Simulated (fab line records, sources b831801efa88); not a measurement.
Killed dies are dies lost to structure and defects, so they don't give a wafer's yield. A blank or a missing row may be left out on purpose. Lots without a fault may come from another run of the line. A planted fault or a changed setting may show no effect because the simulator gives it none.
fab line records | flow sky130
record lots=5 wafers=15 last_day=50
route steps=708 shown METAL5@671 PASSIVATION@681 PAD_OPEN@694
lots that met no fault: from a run of the same line without faults
start_h: hours from the record's first day to the start of the lot's first wafer shown | wait_h: hours since the lot's step before | " the same as in the row above | L1.1+2: a row that stands for several wafers | - no value, or no start given | * or withheld: withheld | < > ~ a bound
route shown NAME@n: a module of which the file shows steps, and the number in the route of the first | usual: mean/standard deviation of fault-free wafers | same: alike in all rows | chamber/n: place in a boat | sites: the reading at each site | _std_site: their standard deviation | _edge_site: outer sites' mean less inner sites' | radius_mm: how far each site lies from the wafer's centre | mask NAME#n: copy n | behind: the tool/chamber that last shaped the wafer | hold: why the lot was held/for how many hours/how that ended | device: the transistor (n, p or np) that didn't switch | end of line: the same wafers' tests at the end of the route | a step without rows: its recipe alone | killed: dies lost to structure and defects at the first sort, not the wafer's yield | map: a wafer's dies, x killed, . not, _ none there
set.NAME: the setting as run; set.NAME@STEP: as run at that earlier step | model.NAME: the simulator's own value behind a step, which no gauge read
lots at some steps of the route; a table a step, a row a wafer
services: from which hour (start_h, from the record's first day; less than 0 if before it) a tool's chamber was out of use, for how many hours, and why
## steps
# step SKY_METAL5_SOFTBAKE_10
# recipe temp_c=90 time_s=60 resist=NOVOLAK
# step SKY_METAL5_EXPOSE_11
# recipe mask_id=MM5 na=0.6 source_shape=conventional sigma_outer=0.6 polarization=unpolarized target_cd_nm=1600 dose_mj=190
# step SKY_METAL5_PEB_12
# recipe temp_c=withheld time_s=* resist=NOVOLAK
# step SKY_METAL5_DEVELOP_13
# recipe resist=NOVOLAK developer=TMAH develop_time_s=60 dev_temp_c=23
# step SKY_METAL5_DESCUM_14
# recipe chemistry=O2 source_power_w=150 bias_power_w=0 pressure_mtorr=10 temp_c=40 time_s=11
# usual drypump_motor_current_A=5.8/0.41 oes_product_au=0.997/0.0089
# same time_s=11
# columns lot.wafer tool chamber start_h wait_h drypump_motor_current_A oes_product_au rf_hours_counter_h
L910.1 rie_metal-04 0 1063.33 0.1 5.3 1.003 17
L910.4 " 1 " " 5.9 0.988 -
L910.6 " 0 " " 5.3 1.001 -
L923.1 rie_metal-04 0 1142.64 0.1 5.3 0.996 23
L923.3 " 0 " " 5.4 0.992 -
L923.5 " 1 " " 5.9 0.988 -
L922.1 rie_metal-04 0 1145.40 0.1 5.4 0.991 23
L922.4 " 0 " " 5.4 1.003 -
L922.5 " 0 " " 5.3 0.991 -
L926.3 rie_metal-03 1 1156.77 0.1 5.6 1.011 -
L926.5 " 1 " " 5.5 1.013 -
L926.6 " 0 " " 6.3 0.982 -
L927.2 rie_metal-02 0 1160.48 0.1 5.8 0.986 30
L927.5 " 0 " " 5.8 0.992 -
L927.6 " 1 " " 6.6 0.997 -
# step SKY_METAL5_METAL_ETCH_15
# recipe target_depth_a=12600 stop_on=SiO2 over_etch_frac=0.2 time_s=252 chemistry=Cl2/BCl3 resist_sidewall_deg=86 pressure_mtorr=10 icp_w=900 bias_w=48.5 Cl2_flow_sccm=60 bcl3_flow_sccm=30
# usual drypump_motor_current_A=5.8/0.41 oes_product_au=0.894/0.005 throttle_valve_pct=22.264/0.0088
# same over_etch_frac=0.2 time_s=252
# columns lot.wafer tool chamber start_h wait_h drypump_motor_current_A oes_product_au rf_hours_counter_h throttle_valve_pct
L910.1 rie_metal-04 0 1063.37 0.0 5.3 0.896 17 22.262
L910.4 " 1 " " 5.8 0.904 - 22.258
L910.6 " 0 " " 5.4 0.901 - 22.262
L923.1 rie_metal-04 0 1142.68 0.0 5.4 0.890 23 22.249
L923.3 " 0 " " 5.4 0.901 - 22.273
L923.5 " 1 " " 5.9 0.893 - 22.254
L922.1 rie_metal-04 0 1145.44 0.0 5.4 0.893 23 22.262
L922.4 " 0 " " 5.4 0.893 - 22.266
L922.5 " 0 " " 5.3 0.885 - 22.260
L926.3 rie_metal-03 1 1156.87 0.1 5.5 0.900 - 22.277
L926.5 " 1 " " 5.5 0.898 - 22.260
L926.6 " 0 " " 6.3 0.898 - 22.264
L927.2 rie_metal-02 0 1160.52 0.0 5.8 0.883 30 22.262
L927.5 " 0 " " 5.8 0.893 - 22.261
L927.6 " 1 " " 6.6 0.896 - 22.271
# step SKY_METAL5_STRIP_16
# recipe chemistry=O2/N2 power_w=1400 pressure_mtorr=1500 platen_temp_c=withheld o2_flow_sccm=3000 n2_flow_sccm=300 overash_fraction=0.5
# usual drypump_motor_current_A=5.8/0.47 oes_product_au=0.711/0.0039 strip_time_to_endpoint_s=13.12/0.12
# columns lot.wafer tool chamber start_h wait_h drypump_motor_current_A oes_product_au rf_hours_counter_h strip_time_to_endpoint_s
L910.1 plasma_asher-02 0 1063.60 0.2 5.3 0.714 65 13.12
L910.4 " 1 " " 6.1 0.705 - 13.10
L910.6 " 0 " " 5.3 0.720 - 13.07
L923.1 plasma_asher-02 0 1142.91 0.2 5.3 0.706 72 13.05
L923.3 " 0 " " 5.3 0.708 - 13.10
L923.5 " 1 " " 6.1 0.713 - 13.21
L922.1 plasma_asher-01 1 1145.67 0.2 5.7 0.716 8 13.07
L922.4 " 1 " " 5.8 0.712 - 13.11
L922.5 " 0 " " 5.1 0.707 - 13.07
L926.3 plasma_asher-03 1 1157.06 0.1 5.8 0.710 - 12.96
L926.5 " 0 " " 6.5 0.710 - 12.99
L926.6 " 1 " " 5.8 0.712 - 13.31
L927.2 plasma_asher-03 0 1160.75 0.2 6.5 0.714 40 13.25
L927.5 " 1 " " 5.8 0.706 - 13.23
L927.6 " 0 " " 6.5 0.713 - 13.25
# step SKY_METAL5_STRIP_17
# recipe chemistry=post_etch_residue_remover time_s=1200 temp_c=72.5
# step SKY_METAL5_CLEAN_18
# recipe chemistry=IPA time_s=180 temp_c=25
# step SKY_METAL5_CLEAN_19
# recipe chemistry=O3/DIW dry=n2_spin
# step SKY_PASSIVATION_CVD_00
# recipe material=SiO2 target_thk_nm=90 temp_c=400 time_s=withheld rf_w=600
# step SKY_PASSIVATION_THK_MEAS_01
# recipe reads=SiO2_of_PASSIVATION_CVD_00
# usual PASSIVATION_CVD_00_THK=90.2/1.1
# columns lot.wafer tool chamber start_h wait_h PASSIVATION_CVD_00_THK[nm]
L910.1 film_metro-02 - 1064.23 - 89.2
L910.4 " - " " 90.4
L910.6 " - " " 91.4
L923.1 film_metro-04 - 1143.52 - 89.9
L923.3 " - " " 89.4
L923.5 " - " " 91.0
L922.1 film_metro-03 - 1146.30 - 89.5
L922.4 " - " " 91.2
L922.5 " - " " 91.9
L926.3 film_metro-04 - 1157.72 - 89.9
L926.5 " - " " 92.3
L926.6 " - " " 91.1
L927.2 film_metro-02 - 1162.01 - 87.8
L927.5 " - " " 91.2
L927.6 " - " " 90.5
# step SKY_PASSIVATION_CVD_02
# recipe material=Si3N4 target_thk_nm=540 temp_c=400 time_s=withheld rf_w=450
# usual heater_power_w=693/86
# columns lot.wafer tool chamber start_h wait_h heater_power_w model.Si3N4_of_PASSIVATION_CVD_02.thk_nm
L910.1 pecvd-04 0 1064.29 0.1 812 532.8
L910.4 " 1 " " 650 845.6
L910.6 " 2 " " 702 539.3
L923.1 pecvd-04 0 1143.58 0.1 867 544.5
L923.3 " 1 " " 641 536.2
L923.5 " 2 " " 673 544.1
L922.1 pecvd-04 0 1146.36 0.1 828 538.9
L922.4 " 1 " " 639 547.1
L922.5 " 2 " " 691 548.7
L926.3 pecvd-03 1 1157.76 0.0 795 528.3
L926.5 " 2 " " 657 540.7
L926.6 " 1 " " 820 539.5
L927.2 pecvd-04 2 1162.06 0.0 673 533.8
L927.5 " 0 " " 872 547.2
L927.6 " 1 " " 640 549.2
# step SKY_PASSIVATION_THK_MEAS_03
# recipe reads=Si3N4_of_PASSIVATION_CVD_02
# usual PASSIVATION_CVD_02_THK=539/6.5
# columns lot.wafer tool chamber start_h wait_h hold PASSIVATION_CVD_02_THK[nm]
L910.1 film_metro-02 - 1064.51 - await_dispo/0.2h/release 533
L910.4 " - " " await_dispo/0.2h/release 846
L910.6 " - " " await_dispo/0.2h/release 540
L910.1 film_metro-02 - 1064.74 0.2 - 533
L910.4 " - " " - 845
L910.6 " - " " - 540
L923.1 film_metro-02 - 1143.81 - - 545
L923.3 " - " " - 536
L923.5 " - " " - 544
L922.1 film_metro-03 - 1146.58 - - 539
L922.4 " - " " - 547
L922.5 " - " " - 548
L926.3 film_metro-02 - 1158.01 - - 528
L926.5 " - " " - 541
L926.6 " - " " - 540
L927.2 film_metro-02 - 1162.30 - - 534
L927.5 " - " " - 547
L927.6 " - " " - 549
# step SKY_PASSIVATION_HMDS_05
# recipe prime_time_s=60 prime_temp_c=120
# step SKY_PASSIVATION_COAT_06
# recipe spin_rpm=2000 resist_thk_nm=3000
# step SKY_PASSIVATION_SOFTBAKE_07
# recipe temp_c=110 time_s=withheld
# step SKY_PASSIVATION_EXPOSE_08
# recipe mask_id=NSM target_cd_nm=3000 na=0.57 dose_mj=260
# step SKY_PASSIVATION_PEB_09
# recipe temp_c=115 time_s=withheld
# step SKY_PASSIVATION_DEVELOP_10
# recipe develop_time_s=60 dev_temp_c=23
# step SKY_PASSIVATION_ETCH_11
# recipe chemistry=CF4/O2 target_depth_nm=725 stop_on=AlCu source_w=800 bias_w=150 pressure_mtorr=150 cf4_flow_sccm=80 O2_flow_sccm=10 time_s=161.1
# usual drypump_motor_current_A=5.64/0.29 oes_product_au=0.977/0.0072 throttle_valve_pct=5.964/0.009
# same time_s=161.1
# columns lot.wafer tool chamber start_h wait_h drypump_motor_current_A oes_product_au rf_hours_counter_h throttle_valve_pct model.etch.depth_nm model.PASSIVATION.feature_depth_nm
L910.1 rie_diel-03 3 1085.60 - 5.58 0.970 32 5.968 696.6 696.6
L910.4 " 0 " " 5.72 0.993 22 5.978 718 718
L910.6 " 1 " " 5.35 0.979 - 5.959 704.9 704.9
L923.1 rie_diel-01 1 1161.22 - 5.76 0.985 7 5.964 709.9 709.9
L923.3 " 2 " " 5.65 0.976 13 5.959 701.2 701.2
L923.5 " 0 " " 6.00 0.988 - 5.969 710.4 710.4
L922.1 rie_diel-04 0 1164.10 - 5.92 0.979 18 5.969 704.1 704.1
L922.4 " 2 " " 5.08 0.990 23 5.966 713.4 713.4
L922.5 " 1 " " 6.16 0.988 - 5.957 715.3 715.3
L926.3 rie_diel-04 2 1175.50 - 5.05 0.965 24 5.967 692.8 692.8
L926.5 " 1 " " 6.16 0.979 - 5.967 707.2 707.2
L926.6 " 2 " " 5.10 0.976 - 5.956 705.6 705.6
L927.2 rie_diel-04 3 1179.12 - 5.34 0.981 12 5.970 696.1 696.1
L927.5 " 1 " " 6.15 0.986 - 5.954 712.4 712.4
L927.6 " 0 " " 5.94 0.985 - 5.943 714.6 714.6
# step SKY_PASSIVATION_STRIP_12
# recipe chemistry=O2/N2 power_w=1400 pressure_mtorr=1500 platen_temp_c=withheld overash_fraction=0.7 o2_flow_sccm=3000 n2_flow_sccm=300
# usual drypump_motor_current_A=5.6/0.32 oes_product_au=0.660/0.0045 strip_time_to_endpoint_s=31.55/0.13
# columns lot.wafer tool chamber start_h wait_h drypump_motor_current_A oes_product_au rf_hours_counter_h strip_time_to_endpoint_s
L910.1 plasma_asher-04 0 1085.71 0.1 5.7 0.658 93 31.60
L910.4 " 1 " " 5.9 0.657 - 31.64
L910.6 " 1 " " 5.9 0.657 - 31.71
L923.1 plasma_asher-01 1 1161.33 0.1 5.7 0.656 10 31.43
L923.3 " 1 " " 5.7 0.673 - 31.27
L923.5 " 0 " " 5.1 0.653 - 31.25
L922.1 plasma_asher-04 1 1164.21 0.1 5.9 0.655 101 31.29
L922.4 " 0 " " 5.7 0.660 - 31.27
L922.5 " 1 " " 5.9 0.662 - 31.31
L926.3 plasma_asher-04 1 1175.64 0.1 5.9 0.656 - 31.42
L926.5 " 1 " " 5.9 0.653 - 31.47
L926.6 " 0 " " 5.7 0.668 - 31.41
L927.2 plasma_asher-04 0 1179.23 0.1 5.7 0.657 103 31.55
L927.5 " 0 " " 5.7 0.672 - 31.47
L927.6 " 1 " " 5.9 0.666 - 31.64
# step SKY_PAD_OPEN_DEHYDRATE_00
# recipe temp_c=200 time_s=60
# step SKY_PAD_OPEN_HMDS_01
# recipe prime_time_s=60 prime_temp_c=120
# step SKY_PAD_OPEN_COAT_02
# recipe spin_rpm=2000 resist_thk_nm=3000
# step SKY_PAD_OPEN_SOFTBAKE_03
# recipe temp_c=110 time_s=withheld
# step SKY_PAD_OPEN_EXPOSE_04
# recipe mask_id=PDM target_cd_nm=60000 na=0.57 dose_mj=260
# step SKY_PAD_OPEN_PEB_05
# recipe temp_c=115 time_s=withheld
# step SKY_PAD_OPEN_DEVELOP_06
# recipe develop_time_s=60 dev_temp_c=23
# step SKY_PAD_OPEN_ETCH_07
# recipe chemistry=CF4/O2 target_depth_nm=725 stop_on=AlCu source_w=800 bias_w=150 pressure_mtorr=150 cf4_flow_sccm=80 O2_flow_sccm=10 time_s=161.1
# usual drypump_motor_current_A=5.5/0.32 oes_product_au=0.979/0.0068 throttle_valve_pct=5.963/0.0088
# same time_s=161.1
# columns lot.wafer tool chamber start_h wait_h drypump_motor_current_A oes_product_au rf_hours_counter_h throttle_valve_pct model.etch.depth_nm model.PAD_OPEN.feature_depth_nm
L910.1 rie_diel-03 2 1106.09 - 5.5 0.978 20 5.950 696.6 696.6
L910.4 " 1 " " 5.4 0.999 - 5.969 727.5 727.5
L910.6 " 2 " " 5.5 0.977 - 5.958 704.9 704.9
L923.1 rie_diel-03 1 1178.34 - 5.4 0.990 28 5.966 709.9 709.9
L923.3 " 2 " " 5.5 0.984 23 5.957 701.2 701.2
L923.5 " 2 " " 5.5 0.985 - 5.967 710.4 710.4
L922.1 rie_diel-03 2 1181.14 - 5.5 0.982 23 5.971 704.1 704.1
L922.4 " 0 " " 5.7 0.985 26 5.973 713.4 713.4
L922.5 " 0 " " 5.7 0.981 - 5.976 715.3 715.3
L926.3 rie_diel-02 3 1191.57 - 5.5 0.962 12 5.973 692.8 692.8
L926.5 " 3 " " 5.5 0.971 - 5.964 707.2 707.2
L926.6 " 1 " " 5.0 0.982 - 5.974 705.6 705.6
L927.2 rie_diel-02 0 1194.99 - 5.2 0.974 16 5.963 696.1 696.1
L927.5 " 3 " " 5.5 0.985 - 5.951 712.4 712.4
L927.6 " 1 " " 5.1 0.986 - 5.979 714.6 714.6
# step SKY_PAD_OPEN_STRIP_08
# recipe chemistry=O2/N2 power_w=1400 pressure_mtorr=1500 platen_temp_c=withheld overash_fraction=0.7 o2_flow_sccm=3000 n2_flow_sccm=300
# usual drypump_motor_current_A=5.8/0.36 oes_product_au=0.663/0.0048 strip_time_to_endpoint_s=37.10/0.13
# columns lot.wafer tool chamber start_h wait_h drypump_motor_current_A oes_product_au rf_hours_counter_h strip_time_to_endpoint_s
L910.1 plasma_asher-04 0 1106.20 0.1 5.7 0.668 95 37.14
L910.4 " 1 " " 5.9 0.666 - 37.12
L910.6 " 1 " " 5.9 0.664 - 37.18
L923.1 plasma_asher-04 0 1178.45 0.1 5.7 0.669 103 36.85
L923.3 " 1 " " 5.9 0.657 - 36.96
L923.5 " 0 " " 5.7 0.662 - 36.87
L922.1 plasma_asher-01 0 1181.25 0.1 5.1 0.659 12 37.12
L922.4 " 0 " " 5.1 0.671 - 37.07
L922.5 " 1 " " 5.7 0.664 - 37.03
L926.3 plasma_asher-03 1 1191.71 0.1 5.8 0.664 - 37.21
L926.5 " 1 " " 5.8 0.676 - 37.34
L926.6 " 0 " " 6.5 0.662 - 37.26
L927.2 plasma_asher-01 0 1195.10 0.1 5.1 0.665 14 36.92
L927.5 " 0 " " 5.1 0.664 - 36.95
L927.6 " 1 " " 5.7 0.659 - 37.05
# step SKY_PAD_OPEN_STRIP_09
# recipe chemistry=post_etch_residue_remover time_s=1200 temp_c=72.5
# same time_s=1200
# columns lot.wafer tool chamber start_h wait_h model.Si3N4_of_PASSIVATION_CVD_02.thk_nm
L910.1 wet_bench-01 3 1106.52 0.3 532.5
L910.4 " 3 " " 845.2
L910.6 " 3 " " 539
L923.1 wet_bench-04 3 1178.73 0.3 544.1
L923.3 " 3 " " 535.9
L923.5 " 3 " " 543.7
L922.1 wet_bench-03 2 1181.35 0.1 538.5
L922.4 " 2 " " 546.8
L922.5 " 2 " " 548.3
L926.3 wet_bench-01 2 1191.78 0.0 528
L926.5 " 2 " " 540.4
L926.6 " 2 " " 539.1
L927.2 wet_bench-01 2 1195.20 0.1 533.5
L927.5 " 2 " " 546.8
L927.6 " 2 " " 548.9
# step SKY_PAD_OPEN_CLEAN_10
# recipe chemistry=IPA time_s=180 temp_c=25
# step SKY_PAD_OPEN_PROBE_99
# usual defect_limited_yield=82.8/1.8 killed_at_M0_to_M3=42/6.4 killed_at_M4_up=3.0/2 killed_at_contacts=24/5.2 killed_at_front_end=14/4.2 killed_at_other=0.4/0.72 killed_dies=84/9 killed_open=46/6.6 killed_short=38/6
# same gross_dies=492 killed_at_back_side=0
# columns lot.wafer tool chamber start_h wait_h hold defect_limited_yield[%] killed_at_M0_to_M3 killed_at_M4_up killed_at_contacts killed_at_front_end killed_at_other killed_dies killed_open killed_short model.etest.tester.sort_n_pass model.etest.tester.sort_bin_5_pct model.etest.tester.sort_yield_pct model.etest.licon_to_gate.open model.etest.res_p_drift_20v.open model.etest.res_poly.open model.etest.met2_comb.under_floor model.etest.met3_comb.under_floor
L910.1 prober-02 - 1112.18 2.9 await_dispo/2.8h/release 84.1 42 4 18 14 0 78 39 39 414 9.756 84.15 0 0 0 0 0
L910.4 prober-02 - 1112.33 3.0 await_dispo/2.8h/release 83.3 50 2 19 11 0 82 42 40 0 91.87 0 1 1 1 1 1
L910.6 prober-02 - 1112.43 3.1 await_dispo/2.8h/release 79.9 42 3 26 28 0 99 50 49 393 11.59 79.88 0 0 0 0 0
L923.1 prober-01 - 1181.00 0.1 - 81.1 39 4 25 25 0 93 41 51 399 8.74 81.1 0 0 0 0 0
L923.3 prober-01 - 1181.10 0.2 - 81.1 49 5 23 16 0 93 52 41 399 9.959 81.1 0 0 0 0 0
L923.5 prober-01 - 1181.20 0.2 - 84.3 41 2 22 12 0 77 58 18 415 9.553 84.35 0 0 0 0 0
L922.1 prober-02 - 1183.58 0.1 - 87.8 27 3 20 10 0 60 31 29 432 8.537 87.8 0 0 0 0 0
L922.4 prober-02 - 1183.73 0.2 - 82.5 47 0 30 9 0 86 46 40 406 11.79 82.52 0 0 0 0 0
L922.5 prober-02 - 1183.78 0.2 - 81.9 49 0 29 10 1 89 46 42 403 9.756 81.91 0 0 0 0 0
L926.3 prober-01 - 1194.04 0.2 - 83.5 43 3 18 17 0 81 35 46 411 9.959 83.54 0 0 0 0 0
L926.5 prober-01 - 1194.14 0.2 - 80.3 56 1 23 16 1 97 54 43 395 11.59 80.28 0 0 0 0 0
L926.6 prober-01 - 1194.19 0.2 - 80.9 50 2 25 17 0 94 56 38 398 10.98 80.89 0 0 0 0 0
L927.2 prober-02 - 1197.37 0.1 - 83.5 41 9 16 15 0 81 41 40 411 9.146 83.54 0 0 0 0 0
L927.5 prober-02 - 1197.52 0.2 - 79.1 53 3 28 17 2 103 48 55 389 11.59 79.06 0 0 0 0 0
L927.6 prober-02 - 1197.57 0.2 - 80.3 51 4 24 17 1 97 54 43 395 14.43 80.28 0 0 0 0 0
# killed by level:class
L910.1 VIA2:geometric_particle:open=10 LI_CONTACT:geometric_particle:open=7 LOCAL_INTERCONNECT:geometric_particle:short=6 VIA3:geometric_particle:open=6 VIA3:geometric_particle:short=6 FIELD_ISO:geometric_particle:open=5 POLY_GATE:geometric_particle:short=5 VIA2:geometric_particle:short=4
L910.4 VIA1:geometric_particle:open=14 METAL2:geometric_particle:short=9 VIA2:geometric_particle:open=8 LI_CONTACT:geometric_particle:open=7 METAL1:geometric_particle:short=6 CONTACT:geometric_particle:open=4 FIELD_ISO:geometric_particle:short=3 LOCAL_INTERCONNECT:geometric_particle:short=3
L910.6 VIA2:geometric_particle:open=9 CONTACT:geometric_particle:open=8 VIA1:geometric_particle:open=8 LI_CONTACT:geometric_particle:open=7 LOCAL_INTERCONNECT:geometric_particle:short=7 FIELD_ISO:geometric_particle:short=6 POLY_GATE:geometric_particle:short=6 METAL1:geometric_particle:short=5
L923.1 CONTACT:geometric_particle:open=12 VIA1:geometric_particle:open=8 VIA3:geometric_particle:short=7 FIELD_ISO:geometric_particle:short=6 CONTACT:geometric_particle:short=5 VIA2:geometric_particle:short=5 VIA3:geometric_particle:open=5 POLY_GATE:geometric_particle:short=4
L923.3 VIA1:geometric_particle:open=11 LI_CONTACT:geometric_particle:open=8 CONTACT:geometric_particle:open=7 VIA2:geometric_particle:open=7 VIA3:geometric_particle:open=6 METAL2:geometric_particle:short=5 POLY_GATE:geometric_particle:short=4 METAL1:geometric_particle:short=4
L923.5 VIA1:geometric_particle:open=17 LI_CONTACT:geometric_particle:open=7 CONTACT:geometric_particle:open=7 VIA2:geometric_particle:open=6 VIA3:geometric_particle:open=5 POLY_GATE:geometric_particle:open=4 FIELD_ISO:geometric_particle:open=3 LOCAL_INTERCONNECT:geometric_particle:open=3
L922.1 VIA1:geometric_particle:open=6 METAL1:geometric_particle:short=6 LI_CONTACT:geometric_particle:open=5 CONTACT:geometric_particle:open=5 METAL2:geometric_particle:short=5 CONTACT:geometric_particle:short=4 FIELD_ISO:geometric_particle:short=3 POLY_GATE:geometric_particle:open=3
L922.4 VIA1:geometric_particle:open=13 VIA2:geometric_particle:open=8 LOCAL_INTERCONNECT:geometric_particle:short=7 VIA3:geometric_particle:open=7 CONTACT:geometric_particle:short=6 CONTACT:geometric_particle:open=6 METAL2:geometric_particle:short=6 LI_CONTACT:geometric_particle:short=5
L922.5 VIA1:geometric_particle:open=8 CONTACT:geometric_particle:open=8 METAL1:geometric_particle:short=8 VIA1:geometric_particle:short=8 VIA3:geometric_particle:open=8 LI_CONTACT:geometric_particle:open=7 METAL2:geometric_particle:short=5 FIELD_ISO:geometric_particle:short=4
L926.3 METAL2:geometric_particle:short=14 LI_CONTACT:geometric_particle:open=9 VIA3:geometric_particle:open=8 POLY_GATE:geometric_particle:short=6 VIA1:geometric_particle:short=4 VIA2:geometric_particle:open=4 METAL3:geometric_particle:short=4 FIELD_ISO:geometric_particle:short=3
L926.5 VIA1:geometric_particle:open=13 VIA1:geometric_particle:short=12 METAL2:geometric_particle:short=11 LI_CONTACT:geometric_particle:open=10 FIELD_ISO:geometric_particle:short=8 CONTACT:geometric_particle:open=8 VIA2:geometric_particle:open=7 FIELD_ISO:geometric_particle:open=5
L926.6 VIA1:geometric_particle:open=12 METAL1:geometric_particle:short=10 LI_CONTACT:geometric_particle:open=9 CONTACT:geometric_particle:open=9 VIA3:geometric_particle:open=6 VIA2:geometric_particle:open=5 FIELD_ISO:geometric_particle:open=4 POLY_GATE:geometric_particle:short=4
L927.2 VIA1:geometric_particle:open=8 VIA2:geometric_particle:open=6 CONTACT:geometric_particle:open=6 VIA3:geometric_particle:open=6 METAL4:geometric_particle:short=6 FIELD_ISO:geometric_particle:short=5 METAL1:geometric_particle:short=5 VIA1:geometric_particle:short=5
L927.5 METAL1:geometric_particle:short=11 VIA2:geometric_particle:open=9 VIA1:geometric_particle:open=8 LI_CONTACT:geometric_particle:open=8 CONTACT:geometric_particle:short=7 LI_CONTACT:geometric_particle:short=6 CONTACT:geometric_particle:open=6 VIA3:geometric_particle:open=6
L927.6 VIA1:geometric_particle:open=11 CONTACT:geometric_particle:open=10 VIA2:geometric_particle:open=8 FIELD_ISO:geometric_particle:short=7 VIA3:geometric_particle:open=7 VIA1:geometric_particle:short=5 LOCAL_INTERCONNECT:geometric_particle:short=4 VIA3:geometric_particle:short=4
# map L910.6 (x killed, . not)
__________.....x...._________
________x....x....x.xx_______
______xx................_____
_____.....x.x.......xx.xx____
____..x...............x...___
___...x.......x...x........__
__...x..x...x.x........xx..._
_...x......x....x..x....x...x
_x.x.x.x.x......x..x.........
_.....x......x......x.....x.x
_.....x.x........x..x.x..x...
_...x..x........x....x.......
_.xx.x.......x..x.....x...x..
_..xx.......x..x.x....xx....x
_x.......x..x......x.........
__...xx...........x..x..x.x._
___.....x..xx...x.x...x...x__
____x..x.........x..x.....___
_____....x.x.x......x..x.____
______.......x.........._____
________x.......x...x._______
__________.....x...._________
# map L922.5 (x killed, . not)
__________.xxx......_________
________..x..x....x..._______
______.................._____
_____...xx.xx...x..xx....____
____.x............x.......___
___........x...xx.......x.x__
__.....x..x.x...x..........._
_.......x.xx....x............
_x.....xxxx.............x....
_x.....x.x.x.x.......x.xx....
_.x.....x..x......x....xx....
_.............x...x...xx.x...
_...x..xx..x......x......x...
_......x.x..x.xx.......x....x
_..........xx......x..x......
__....x...........x........._
___.x...x.x...x...x..x.....__
____......................___
_____......x..xx......x..____
______..x.............x._____
________x......x....xx_______
__________...x......_________
## services
# columns tool chamber start_h hours kind
rie_diel-04 - 1041.71 1.4 repair
rie_diel-04 - 1046.15 0.9 repair
plasma_asher-01 - 1055.32 9.0 pm
plasma_asher-01 0 1055.32 9.0 vent_cycle
plasma_asher-01 1 1055.32 9.0 vent_cycle
rie_diel-02 0 1056.84 4.3 repair
plasma_asher-01 0 1064.32 - clean
plasma_asher-01 1 1064.32 - clean
wet_bench-01 - 1064.66 0.5 repair
pecvd-03 - 1070.34 0.2 repair
pecvd-04 - 1080.37 1.1 repair
rie_metal-02 - 1082.17 2.8 pm
pecvd-04 - 1092.21 0.5 repair
rie_diel-02 - 1105.52 0.4 repair
pecvd-03 2 1125.24 6.5 repair
rie_diel-04 1 1125.33 20.9 repair
pecvd-03 - 1135.89 0.8 repair
pecvd-03 2 1136.38 12.4 repair
rie_diel-02 0 1151.24 6.3 repair
plasma_asher-02 - 1153.55 17.1 repair
wet_bench-01 - 1160.49 8.3 repair
rie_diel-02 2 1165.47 33.1 repair
pecvd-04 - 1170.81 2.8 pm
plasma_asher-02 - 1177.82 15.6 pm
## key
first_sign step=SKY_PASSIVATION_THK_MEAS_03 reading=visit direction=added
effect step=SKY_PASSIVATION_THK_MEAS_03 reading=PASSIVATION_CVD_02_THK direction=up sigmas=47 usual=539 struck=846
effect step=SKY_PAD_OPEN_PROBE_99 reading=hold direction=added
model_effect step=SKY_PASSIVATION_CVD_02 value=Si3N4_of_PASSIVATION_CVD_02.thk_nm without=537.5 struck=845.6
model_effect step=SKY_PASSIVATION_ETCH_11 value=etch.depth_nm without=702.9 struck=718
model_effect step=SKY_PAD_OPEN_ETCH_07 value=etch.depth_nm without=702.9 struck=727.5
model_effect step=SKY_PAD_OPEN_STRIP_09 value=Si3N4_of_PASSIVATION_CVD_02.thk_nm without=537.1 struck=845.2
model_effect step=SKY_PAD_OPEN_PROBE_99 value=etest.tester.sort_n_pass without=410 struck=0
met_at SKY_PASSIVATION_CVD_02
struck_wafers L910.4
fault kind=process_parameter_drift tool=pecvd-04 chamber=1 onset_h=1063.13 steps=SKY_PASSIVATION_CVD_02 channel=target_thk_nm offset=305.8 shape=step end_h=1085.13 acts_in=these_recipes_only stated=540
